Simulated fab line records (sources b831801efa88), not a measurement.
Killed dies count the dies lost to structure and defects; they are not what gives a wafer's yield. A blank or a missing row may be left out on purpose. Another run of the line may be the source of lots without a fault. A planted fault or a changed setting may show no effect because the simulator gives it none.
Tool commonality check -- flow gf180mcu -- 11 lots and 42 wafers in the sample

## REASON IT WAS OPENED
Of 11 lots, 3 have the reading PASSIVATION_CVD_00_THK flagged at GF_PASSIVATION_THK_MEAS_01. Fault-free wafers read 1002 nm, with a standard deviation of 12.
Rule: a lot is flagged when every wafer of it that has a number lies more than 4 standard deviations from that mean, or none has a number. All remaining lots are regarded as sound.

lot,measured,on,"PASSIVATION_CVD_00_THK (nm), wafer by wafer",flag
L536,day 28 14:49,filmMetro-01,987 985 1014,
L537,day 29 01:05,filmMetro-04,994 1017 1009,
L538,day 29 06:28,filmMetro-04,983 975 993,
L539,day 29 15:18,filmMetro-01,999 1004 1000,
L543,day 30 23:20,filmMetro-04,985 1001 1012,
L544,day 31 06:05,filmMetro-01,984 1015 1010,
L550,day 32 21:23,filmMetro-01,1128 1150 1144 1129 1150 1143,FLAGGED
L553,day 33 08:28,filmMetro-01,1110 1144 1149 1111 1143 1149,FLAGGED
L554,day 33 16:57,filmMetro-04,1105 1114 1126 1106 1115 1126,FLAGGED
L555,day 33 20:59,filmMetro-04,979 1011 1022,
L556,day 34 02:52,filmMetro-03,997 1007 1016,
The numbers of the flagged lots are 1130 nm on average: +128 nm against the usual, or +11 standard deviations.

## EACH LOT AND THE TOOL IT RAN ON
The record holds 2 process steps before the reading, out of a route of 602 steps. Every cell lists first the tool, next ch and the chambers used by the sampled wafers, and last the start.
lot,flag,GF_V5_CVD_02,GF_PASSIVATION_CVD_00
L536,,"pecvd-02 ch 0,1,2, day 26 19:11","pecvd-03 ch 0,1, day 28 14:44"
L537,,"pecvd-04 ch 0,1, day 27 05:56","pecvd-01 ch 0,1,2, day 29 01:01"
L538,,"pecvd-01 ch 1,2, day 27 12:19","pecvd-01 ch 0,1,2, day 29 06:23"
L539,,"pecvd-04 ch 0,1, day 27 21:43","pecvd-03 ch 0,1, day 29 15:13"
L543,,"pecvd-04 ch 1,2, day 29 06:50","pecvd-03 ch 0,2, day 30 23:15"
L544,,"pecvd-02 ch 1,2, day 29 15:05","pecvd-01 ch 0,1,2, day 31 06:01"
L550,FLAGGED,"pecvd-02 ch 0,1,2, day 31 05:37","pecvd-01 ch 0,1,2, day 32 21:17"
L553,FLAGGED,"pecvd-04 ch 0,2, day 31 20:26","pecvd-01 ch 1,2, day 33 08:23"
L554,FLAGGED,"pecvd-04 ch 0,2, day 32 05:29","pecvd-01 ch 0,1, day 33 16:52"
L555,,"pecvd-02 ch 0,2, day 32 08:48","pecvd-03 ch 0,1,2, day 33 20:54"
L556,,"pecvd-04 ch 0,2, day 32 16:29","pecvd-02 ch 0,2, day 34 02:48"
These steps, and what they do:
- GF_V5_CVD_02: deposits SiO2 from TEOS, target thk 1450 nm, time 163.28 s.
- GF_PASSIVATION_CVD_00: deposits SiO2 from TEOS, target thk 1000 nm, time 111.95 s.
- GF_PASSIVATION_THK_MEAS_01

## FLAGGED OVER TOTAL, TOOL BY TOOL (the gauges that took the reading come last)
step,tool,lots run,flagged,share of the flagged lots,sound lots run after its first flagged lot
GF_V5_CVD_02,pecvd-01,1,0,none,-
GF_V5_CVD_02,pecvd-02,4,1,some,1 (L555)
GF_V5_CVD_02,pecvd-04,6,2,some,1 (L556)
GF_PASSIVATION_CVD_00,pecvd-01,6,3,all,0
GF_PASSIVATION_CVD_00,pecvd-02,1,0,none,-
GF_PASSIVATION_CVD_00,pecvd-03,4,0,none,-
GF_PASSIVATION_THK_MEAS_01,filmMetro-01,5,2,some,0
GF_PASSIVATION_THK_MEAS_01,filmMetro-03,1,0,none,-
GF_PASSIVATION_THK_MEAS_01,filmMetro-04,5,1,some,1 (L555)

## WHAT THE TABLE ALLOWS
In the table, 1 row covers all flagged lots: pecvd-01 at GF_PASSIVATION_CVD_00.
- pecvd-01 at GF_PASSIVATION_CVD_00: 3 of its 6 lots flagged. It ran its last sound lot, L544, at day 31 06:01 and its first flagged lot, L550, at day 32 21:17: a fault with its onset between the two fits. Its own readings lie more than 4 standard deviations out on every wafer of the flagged lots: runLengthS.
Left over: one tool, pecvd-01 at GF_PASSIVATION_CVD_00.

## WHAT HAD BEEN PUT IN BY THE SIMULATOR
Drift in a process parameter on pecvd-01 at GF_PASSIVATION_CVD_00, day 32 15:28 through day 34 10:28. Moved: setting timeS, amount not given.
Struck lots among those shown: L550, L553, L554. The same result came from the rule above.
